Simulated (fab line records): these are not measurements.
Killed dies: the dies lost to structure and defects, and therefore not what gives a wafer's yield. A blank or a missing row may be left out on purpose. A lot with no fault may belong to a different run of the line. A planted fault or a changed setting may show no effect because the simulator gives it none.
A struck lot beside a sound one | flow sfq_line | 42 steps out of a route of 325
Sound: these wafers, L418.4, L418.5, L418.6. Struck: wafers L412.2, L412.5. (L412.1 of the same lot was not struck and is left out.) The cause comes at the end.
Each step with rows lists, per side, the tool, then ch with its chambers, then its first start. Under that, the readings that differ: sound wafers | struck wafers | difference of the means | sigmas: that difference in standard deviations of wafers without a fault.
alike: same words and numbers on both sides, and readings whose means sit less than 2 such deviations apart. not compared: any withheld reading, any reading some wafer has no value for, any bound like >300 that may hide the same value, and any number with overlapping values for which the record gives no deviation.
A row with sigmas, a row that says differs or no value, or rows on one side alone: a step with any of these is where the two part. Numbers that have no deviation but don't overlap get no sigmas and don't part them. A reading that every wafer of one side lacks parts them only if that side has two wafers or more.

first, 6 steps without rows for these wafers: SFQ_TRILAYER_I0_VIA_LITHO_COAT_036 (resist thk 62 nm); SFQ_TRILAYER_I0_VIA_LITHO_COAT_031 (resist thk 650 nm); SFQ_TRILAYER_I0_VIA_LITHO_SOFTBAKE_035; SFQ_TRILAYER_I0_VIA_LITHO_EXPOSE_032 (exposes mask I0, target cd 500 nm); SFQ_TRILAYER_I0_VIA_LITHO_PEB_034 (peb time 60 s); SFQ_TRILAYER_I0_VIA_LITHO_DEVELOP_033 (time 60 s).
SFQ_I0_OVL_MEAS_908:
  sound: overlay-02 at day 24 08:02; struck: overlay-01 at day 21 01:58
  alike: I0_OVL
SFQ_TRILAYER_I0_VIA_BARC_OPEN_VIA_ETCH_046: etches BARC in O2, target depth 125 nm, time 41.7 s.
  sound on rie_diel-01 ch 0,1,2, day 24 08:03; struck on rie_diel-04 ch 1,3, day 21 02:00
  alike: bias_w, drypump_motor_current_A, oes_product_au
  not compared: rf_hours_counter_h
SFQ_TRILAYER_I0_VIA_ETCH_VIA_ETCH_034: etches SiO2 in CHF3, stops on Nb, target depth 260 nm.
  sound on rie_diel-01 ch 0,1,2, day 24 08:05; struck on rie_diel-04 ch 1,3, day 21 02:02
  alike: bias_w, drypump_motor_current_A, oes_product_au
then, 3 steps without rows for these wafers: SFQ_TRILAYER_I0_VIA_STRIP_STRIP_035 (strips in O2); SFQ_TRILAYER_I0_VIA_STRIP_SOLV_CLEAN_036 (cleans in NMP, time 600 s); SFQ_TRILAYER_M1_DEP_PRE_CLEAN_038 (time 22.5 s).
SFQ_TRILAYER_M1_DEP_SPUTTER_037: material Nb, target thk 200 nm, time 133.3 s.
  sound: pvd_sputter-04 at day 24 09:37; struck: pvd_sputter-04 at day 21 03:08
  reading                                             | sound             | struck      | difference | sigmas
  model.Nb_of_TRILAYER_M1_DEP_SPUTTER_037.thk_nm (nm) | 195.7 197.9 199.9 | 189.9 189.9 | -7.9       |
  alike: throttle_valve_pct
SFQ_M1_RS_MEAS_909: uses a four-point probe to measure.
  sound: film_metro-04 at day 24 09:46; struck: film_metro-04 at day 21 03:14
  reading           | sound             | struck      | difference | sigmas
  M1_NB_RS (ohm/sq) | 0.911 0.900 0.890 | 0.935 0.939 | +0.037     | +4
then, 6 steps without rows for these wafers: SFQ_TRILAYER_M1_LITHO_COAT_044 (resist thk 62 nm); SFQ_TRILAYER_M1_LITHO_COAT_039 (resist thk 600 nm); SFQ_TRILAYER_M1_LITHO_SOFTBAKE_043; SFQ_TRILAYER_M1_LITHO_EXPOSE_040 (exposes mask M1, target cd 500 nm); SFQ_TRILAYER_M1_LITHO_PEB_042 (peb time 60 s); SFQ_TRILAYER_M1_LITHO_DEVELOP_041 (time 60 s).
-- the record jumps here: 7 days lie between the struck wafers' starts before and after --
SFQ_M1_OVL_MEAS_911:
  sound: overlay-02 at day 30 22:36; struck: overlay-01 at day 27 17:07
  reading     | sound    | struck | difference | sigmas
  M1_OVL (nm) | -5 -5 -8 | 4 14   | +15        | +2
then, 1 step without rows for these wafers: SFQ_TRILAYER_M1_BARC_OPEN_METAL_ETCH_054 (etches BARC in O2, target depth 125 nm, time 41.7 s).
SFQ_TRILAYER_M1_ETCH_METAL_ETCH_042: etches Nb in Cl2/Ar, stops on SiO2, target depth 240 nm, time 120 s.
  sound on rie_metal-03 ch 0,1, day 30 22:43; struck on rie_metal-02 ch 0,1, day 27 17:13
  reading                        | sound             | struck      | difference | sigmas
  oes_product_au (a.u.)          | 0.887 0.891 0.901 | 0.867 0.862 | -0.028     | -4
  model.etch.depth_nm (nm)       | 195.7 197.9 199.9 | 189.9 189.9 | -7.9       |
  model.M1.feature_depth_nm (nm) | 195.7 197.9 199.9 | 189.9 189.9 | -7.9       |
  alike: bias_w, drypump_motor_current_A
  not compared: rf_hours_counter_h
then, 3 steps without rows for these wafers: SFQ_TRILAYER_M1_STRIP_STRIP_043 (strips in O2); SFQ_TRILAYER_M1_STRIP_SOLV_CLEAN_044 (cleans in NMP, time 600 s); SFQ_TRILAYER_I1_DEP_PECVD_045 (deposits SiO2 from SiH4/N2O, time 111.11 s, target thk 500 nm).
SFQ_TRILAYER_I1_CMP_CMP_046: polishes SiO2.
  sound on cmp-01 ch 0,2,3, day 31 00:40; struck on cmp-02 ch 1,3, day 27 19:47
  alike: motor_current_A, slurry_filter_dp_kPa, time_to_endpoint_s
SFQ_I1_BOW_MEAS_912:
  sound: film_metro-02 at day 31 02:43; struck: film_metro-01 at day 27 21:47
  reading     | sound   | struck | difference | sigmas
  I1_BOW (um) | -4 2 -8 | 13 9   | +14        | +2
SFQ_TRILAYER_I1_METRO_MEASURE_047:
  sound: film_metro-02 at day 31 03:23; struck: film_metro-01 at day 27 21:54
  alike: thk_nm
then, 6 steps without rows for these wafers: SFQ_TRILAYER_I1_VIA_LITHO_COAT_054 (resist thk 62 nm); SFQ_TRILAYER_I1_VIA_LITHO_COAT_049 (resist thk 650 nm); SFQ_TRILAYER_I1_VIA_LITHO_SOFTBAKE_053; SFQ_TRILAYER_I1_VIA_LITHO_EXPOSE_050 (exposes mask I1, target cd 500 nm); SFQ_TRILAYER_I1_VIA_LITHO_PEB_052 (peb time 60 s); SFQ_TRILAYER_I1_VIA_LITHO_DEVELOP_051 (time 60 s).
-- the record jumps here: 2 days lie between the struck wafers' starts before and after --
SFQ_I1_OVL_MEAS_913:
  sound: overlay-02 at day 31 06:15; struck: overlay-01 at day 30 05:02
  alike: I1_OVL
then, 1 step without rows for these wafers: SFQ_TRILAYER_I1_VIA_BARC_OPEN_VIA_ETCH_071 (etches BARC in O2, target depth 125 nm, time 41.7 s).
SFQ_TRILAYER_I1_VIA_ETCH_VIA_ETCH_052: etches SiO2 in CHF3, stops on Nb, target depth 260 nm.
  sound on rie_diel-02 ch 0,1,2, day 31 06:18; struck on rie_diel-03 ch 1, day 30 05:07
  alike: bias_w, drypump_motor_current_A, oes_product_au
then, 3 steps without rows for these wafers: SFQ_TRILAYER_I1_VIA_STRIP_STRIP_053 (strips in O2); SFQ_TRILAYER_I1_VIA_STRIP_SOLV_CLEAN_054 (cleans in NMP, time 600 s); SFQ_TRILAYER_M2_DEP_PRE_CLEAN_056 (time 22.5 s).
-- the record jumps here: 53 days lie between the struck wafers' starts before and after --
SFQ_M8_BOW_MEAS_951:
  sound: film_metro-04 at day 91 07:30; struck: film_metro-01 at day 82 18:22
  reading                 | sound                | struck        | difference | sigmas
  model.etest.m1.ohm_um   | 1.828 1.796 1.783    | 1.872 1.878   | +0.073     |
  model.etest.i0.link_ohm | 1.989 1.976 1.97     | 2.018 2.017   | +0.039     |
  model.etest.m1.ohm_sq   | 0.9094 0.8992 0.8905 | 0.9369 0.9371 | +0.0373    |
  alike: M8_BOW
  not compared: model.etest.i1.link_ohm

== WHERE THEY PART ==
Earliest at SFQ_M1_RS_MEAS_909; latest, in this record, at SFQ_I1_BOW_MEAS_912. Later steps at which nothing parts them and some readings are alike: SFQ_TRILAYER_I1_METRO_MEASURE_047, SFQ_I1_OVL_MEAS_913, SFQ_TRILAYER_I1_VIA_ETCH_VIA_ETCH_052, SFQ_M8_BOW_MEAS_951.

WHY: whatever the simulator had introduced
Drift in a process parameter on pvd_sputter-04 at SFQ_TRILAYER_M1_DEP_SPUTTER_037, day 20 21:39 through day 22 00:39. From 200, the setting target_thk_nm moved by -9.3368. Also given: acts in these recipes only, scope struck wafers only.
